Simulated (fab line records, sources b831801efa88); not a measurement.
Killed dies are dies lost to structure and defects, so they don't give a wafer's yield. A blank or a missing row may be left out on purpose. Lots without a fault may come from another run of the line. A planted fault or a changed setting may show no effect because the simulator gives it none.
Split-lot experiment | flow gf180mcu | 5 lots, 23 wafers read, on a route of 602 steps

THE SPLIT
At GF_PSD_EXPOSE_04 (exposes mask Pplus, target cd 400 nm), the setting dose_mj was moved away from the recipe's 140 on 8 of the 23 wafers read, by -4.9% to +6.9%. The other wafers ran this setting at the recipe's value.

FROM THE SPLIT TO THE READING: what the file shows between them, 1 step
- GF_PSD_DEVELOP_06: develop time 60 s (also split here: develop_time_s)

THE READING
cd_nm, in nm, at GF_PSD_CD_MEAS_07 (target cd 400 nm). Fault-free wafers of this fab line usually give 399.0 nm, standard deviation 2.2 nm.

wafer  | tool, chamber at the split | dose_mj as run | against the recipe | cd_nm, nm | against lot-mates on the recipe
L074.1 | iline_stepper-02, 0        | 140            | recipe             | 398.4     | -
L074.2 | iline_stepper-02, 0        | 149.6          | +6.9%              | 416.4     | +18.4
L074.3 | iline_stepper-02, 0        | 140            | recipe             | 397.7     | -
L074.4 | iline_stepper-02, 0        | 149.6          | +6.9%              | 416.8     | +18.8
L074.5 | iline_stepper-02, 0        | 149.6          | +6.9%              | 418.0     | +20.0
L076.2 | iline_stepper-02, 0        | 140            | recipe             | 399.1     | -
L076.3 | iline_stepper-02, 0        | 140            | recipe             | 400.3     | -
L076.6 | iline_stepper-02, 0        | 140            | recipe             | 398.2     | -
L077.1 | iline_stepper-02, 0        | 140            | recipe             | 403.8     | -
L077.3 | iline_stepper-02, 0        | 140            | recipe             | 403.2     | -
L077.4 | iline_stepper-02, 0        | 140            | recipe             | 404.0     | -
L077.5 | iline_stepper-02, 0        | 140            | recipe             | 411.3     | -
L077.6 | iline_stepper-02, 0        | 140            | recipe             | 411.9     | -
L082.2 | iline_stepper-02, 0        | 140            | recipe             | 400.7     | -
L082.3 | iline_stepper-02, 0        | 140            | recipe             | 400.7     | -
L082.4 | iline_stepper-02, 0        | 134.2          | -4.1%              | 389.5     | -10.8
L082.5 | iline_stepper-02, 0        | 134.2          | -4.1%              | 387.7     | -12.6
L082.6 | iline_stepper-02, 0        | 140            | recipe             | 399.6     | -
L084.1 | iline_stepper-01, 0        | 140            | recipe             | 394.4     | -
L084.2 | iline_stepper-01, 0        | 133.1          | -4.9%              | 371.4     | -18.8
L084.3 | iline_stepper-01, 0        | 140            | recipe             | 386.0     | -
L084.4 | iline_stepper-01, 0        | 133.1          | -4.9%              | 382.7     | -7.5
L084.5 | iline_stepper-01, 0        | 133.1          | -4.9%              | 370.8     | -19.4

THE FIT
A straight line over all 23 wafers: cd_nm changes by +3.27 nm for each +1% of dose_mj; r = +0.86; the points scatter about the line by 6.7 nm.
The same after taking each lot's own level away (the mean of its wafers on the recipe; 23 wafers): +2.87 nm for each +1%; r = +0.95; scatter 3.2 nm.
On that fit, the largest move of dose_mj shifts the reading by 20 nm.
The lots' own levels span 390.20 to 406.84 nm, that is 7.6 times the standard deviation above.
So the lot-to-lot level changes the slope: the two fits differ.
Check: with one of the wafers moved furthest among these (+6.9%) left out of the fit, the line predicts +19.8 nm for it against its lot-mates. It came out at +18.4 nm against them.

OTHER SPLITS ON THESE WAFERS
These wafers also went through other splits before the reading. Each is held against what the fit with the lots' levels taken away leaves over:
other split on the same wafers   | wafers away from the commonest value | r with cd_nm (lot level and that fit taken away)
GF_HV_LDD_IMPLANT_48 dose_cm2    | 10                                   | +0.01
GF_NSD_DEVELOP_06 develop_time_s | 7                                    | -0.04
GF_PSD_DEVELOP_06 develop_time_s | 5                                    | +0.72

THE FILE'S OWN FIT
cd_nm changes by +2.87 nm for each +1% of dose_mj, r = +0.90.
